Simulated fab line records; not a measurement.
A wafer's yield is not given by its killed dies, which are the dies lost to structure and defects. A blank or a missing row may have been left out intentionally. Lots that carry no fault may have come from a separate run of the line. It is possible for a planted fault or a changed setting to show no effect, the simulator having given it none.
What tool caused it?    flow gf180mcu    36 wafers from 12 lots sampled at 5 of the route's 602 steps

WHAT THE GAUGES READ, wafer by wafer
GF_MIM_THK_MEAS_11: measures by xrf.
lot   measured      on             MIM_ALCU_THK (nm)
L914  day 24 21:55  film_metro-02  197.9 196.7 197.3
L915  day 25 04:21  film_metro-02  199.1 198.8 197.5
L916  day 25 13:05  film_metro-02  201.9 202.2 200.9
L917  day 26 07:17  film_metro-02  199.1 199.4 196.9
L920  day 27 07:10  film_metro-03  202.7 201.4 201.5
L921  day 27 09:45  film_metro-02  197.3 196.2 201.1
L926  day 28 18:55  film_metro-01  199.9 203.9 198.4
L927  day 29 07:02  film_metro-01  202.9 203.4 202.7
L928  day 29 17:53  film_metro-03  202.1 201.0 202.0
L931  day 30 06:30  film_metro-03  202.0 204.2 199.9
L933  day 30 17:12  film_metro-01  202.9 203.2 202.0
L935  day 31 03:05  film_metro-01  197.7 198.4 198.8

GF_V5_THK_MEAS_03.
lot   measured      on             V5_CVD_02_THK (nm)
L914  day 26 17:13  film_metro-04  1447 1469 1468
L915  day 26 22:33  film_metro-04  1446 1454 1470
L916  day 27 07:03  film_metro-04  1443 1421 1476
L917  day 28 00:40  film_metro-01  1453 1458 1452
L920  day 28 23:43  film_metro-02  1422 1460 1429
L921  day 29 02:04  film_metro-04  1451 1460 1457
L926  day 30 09:40  film_metro-01  1464 1438 1465
L927  day 30 21:59  film_metro-01  1595 1458 1427
L928  day 31 06:24  film_metro-02  1425 1624 1457
L931  day 31 19:26  film_metro-01  1453 1430 1448
L933  day 32 05:36  film_metro-01  1429 1448 1471
L935  day 32 15:43  film_metro-01  1446 1428 1441

GF_V5_CD_MEAS_14 targets a cd of 260 nm.
lot   measured      on         cd_nm (nm)
L914  day 27 13:56  cd_sem-01  258.7 258.9 258.6
L915  day 27 18:57  cd_sem-02  258.6 259.2 259.2
L916  day 28 03:54  cd_sem-02  259.1 259.4 258.5
L917  day 28 20:22  cd_sem-01  259.8 260.1 259.7
L920  day 29 18:50  cd_sem-01  260.9 259.7 261.4
L921  day 29 21:16  cd_sem-02  259.3 259.3 258.6
L926  day 31 04:25  cd_sem-02  261.7 259.9 259.2
L927  day 31 16:35  cd_sem-01  259.1 259.6 258.6
L928  day 32 00:37  cd_sem-01  261.4 261.6 261.1
L931  day 32 11:24  cd_sem-02  258.5 259.5 260.8
L933  day 32 22:47  cd_sem-02  260.7 260.1 260.2
L935  day 33 07:52  cd_sem-02  262.0 260.4 261.1

EACH LOT AND THE TOOL THAT RAN IT (in order: tool; ch and the chambers of the sampled wafers; start)
lot   GF_M5_STRIP_11                        GF_V5_CVD_02
L914  plasma_asher-03 ch 0,1, day 26 16:27  pecvd-04 ch 0,1, day 26 17:03
L915  plasma_asher-03 ch 0,1, day 26 21:41  pecvd-01 ch 0,1,2, day 26 22:26
L916  plasma_asher-03 ch 0, day 27 06:13    pecvd-04 ch 0,1,2, day 27 06:57
L917  plasma_asher-03 ch 0,1, day 27 23:47  pecvd-04 ch 0,1, day 28 00:33
L920  plasma_asher-03 ch 0,1, day 28 22:58  pecvd-04 ch 0,1,2, day 28 23:36
L921  plasma_asher-01 ch 0,1, day 29 01:17  pecvd-01 ch 0,1,2, day 29 01:58
L926  plasma_asher-03 ch 0,1, day 30 08:52  pecvd-04 ch 0,1,2, day 30 09:32
L927  plasma_asher-02 ch 0,1, day 30 20:46  pecvd-04 ch 0,1, day 30 21:52
L928  plasma_asher-01 ch 0,1, day 31 05:38  pecvd-04 ch 0,2, day 31 06:17
L931  plasma_asher-02 ch 0,1, day 31 18:41  pecvd-03 ch 1,2, day 31 19:20
L933  plasma_asher-01 ch 0,1, day 32 04:49  pecvd-01 ch 0,1, day 32 05:28
L935  plasma_asher-02 ch 0,1, day 32 14:35  pecvd-03 ch 0,2, day 32 15:35
- GF_M5_STRIP_11: strips in O2/N2.
- GF_V5_CVD_02: deposits SiO2 from TEOS, target thk 1450 nm, time 163.28 s.

AS READ BY THE TOOLS THEMSELVES (means over the sampled wafers that have a number; for cases with no such wafer, the mark the record gives instead)
GF_M5_STRIP_11.
lot   tool             drypump_motor_current_A (A)  heater_power_w (W)  oes_product_au (a.u.)  strip_time_to_endpoint_s (s)
L914  plasma_asher-03  5.6                          296                 0.544                  7.55
L915  plasma_asher-03  5.2                          316                 0.545                  7.48
L916  plasma_asher-03  4.9                          338                 0.544                  7.51
L917  plasma_asher-03  5.5                          302                 0.549                  7.53
L920  plasma_asher-03  5.2                          317                 0.548                  7.61
L921  plasma_asher-01  5.6                          327                 0.545                  7.49
L926  plasma_asher-03  5.6                          299                 0.544                  7.54
L927  plasma_asher-02  5.8                          339                 0.539                  7.54
L928  plasma_asher-01  5.8                          309                 0.540                  7.47
L931  plasma_asher-02  5.7                          326                 0.542                  7.51
L933  plasma_asher-01  5.6                          326                 0.540                  7.48
L935  plasma_asher-02  5.9                          340                 0.539                  7.51

GF_V5_CVD_02.
lot   tool      heater_power_outer_w (W)  heater_power_w (W)
L914  pecvd-04  311                       595
L915  pecvd-01  403                       667
L916  pecvd-04  370                       631
L917  pecvd-04  312                       588
L920  pecvd-04  345                       602
L921  pecvd-01  406                       665
L926  pecvd-04  373                       636
L927  pecvd-04  354                       621
L928  pecvd-04  326                       561
L931  pecvd-03  300                       549
L933  pecvd-01  376                       639
L935  pecvd-03  297                       536

THE ANSWER, worked out from the rows above alone
Rule: the usual values come from the lots themselves. The widest of any qualifying gaps counts: lots, ordered by their means at a reading, are off when they make up no more than a third of the lots, leave a main group of 4 or more, and stand apart from it by 3 or more times the standard deviation of that group's means. Not used: any main group whose means are identical at the precision the tables above print for the reading. A lot without any number at a reading at which 4 lots or more have one is off too. The other lots that the step has rows for count as sound. The gauges are gone through in route order, then the tools' own readings, and for those a lot's mean is taken as printed above. The first step at which some lot is off is used, and at that step the reading that is off furthest; a lot without a number counts as furthest.
Off: L927, L928, at GF_V5_THK_MEAS_03 (V5_CVD_02_THK). The main group has a mean of 1450 nm with a standard deviation of 7.9.
If a tool, at a process step before that reading, ran all the lots that are off and no sound lot after the first of them, it fits. Those tools and the gauges at GF_V5_THK_MEAS_03 are tried in the same way. One candidate fits, namely pecvd-04 at GF_V5_CVD_02. Its last sound lot is L926 (day 30 09:32), its first lot that is off L927 (day 30 21:52): a fault that began between those two fits.

WHAT THE SIMULATOR PUT IN
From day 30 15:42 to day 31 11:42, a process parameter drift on pecvd-04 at GF_V5_CVD_02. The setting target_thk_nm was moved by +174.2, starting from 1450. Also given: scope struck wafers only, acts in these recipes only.
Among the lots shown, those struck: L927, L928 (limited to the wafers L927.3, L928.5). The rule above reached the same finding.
